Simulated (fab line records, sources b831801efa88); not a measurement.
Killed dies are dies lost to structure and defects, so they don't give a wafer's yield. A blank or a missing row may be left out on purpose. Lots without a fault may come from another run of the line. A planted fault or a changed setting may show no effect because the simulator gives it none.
Which tool did it? | flow gf180mcu | 12 lots, 36 wafers sampled, at 1 step of a route of 602

WHAT THE GAUGES READ, wafer by wafer
GF_POLY_GATE_OVL_MEAS_11.
lot  | measured     | on         | POLY_GATE_OVL (nm)
L075 | day 9 10:48  | overlay-02 | -8 -9 -9
L077 | day 10 02:14 | overlay-01 | -4 -8 -5
L079 | day 10 16:28 | overlay-02 | -5 2 3
L081 | day 11 05:46 | overlay-02 | -5 -5 -7
L083 | day 12 00:14 | overlay-01 | -5 -1 -6
L085 | day 12 12:30 | overlay-01 | -5 -8 -10
L087 | day 13 01:20 | overlay-01 | -5 -8 -5
L089 | day 13 14:37 | overlay-02 | -2 -14 -4
L091 | day 14 04:41 | overlay-01 | 10 -5 1
L093 | day 14 20:56 | overlay-01 | -3 -7 6
L095 | day 15 08:56 | overlay-02 | -2 -5 -3
L097 | day 16 02:11 | overlay-02 | -5 -7 2

WHICH TOOL RAN EACH LOT (tool, then ch and the chambers of the sampled wafers, then the start)
The record holds no process step before these readings.

THE ANSWER, worked out from the rows above alone
Rule: what is usual is taken from the lots themselves. Put in order of their means at a reading, lots are off if they are a third of the lots or fewer, leave a main group of 4 or more, and stand apart from it by a gap of 3 or more times the standard deviation of the main group's means; of several such gaps the widest counts. A main group whose means are all the same, to the digits that the tables above print for the reading, isn't used. A lot without any number at a reading at which 4 lots or more have one is off too. The other lots that the step has rows for count as sound.
No lot is off at any reading shown: from this, nothing can be told.

WHAT THE SIMULATOR HAD PUT IN
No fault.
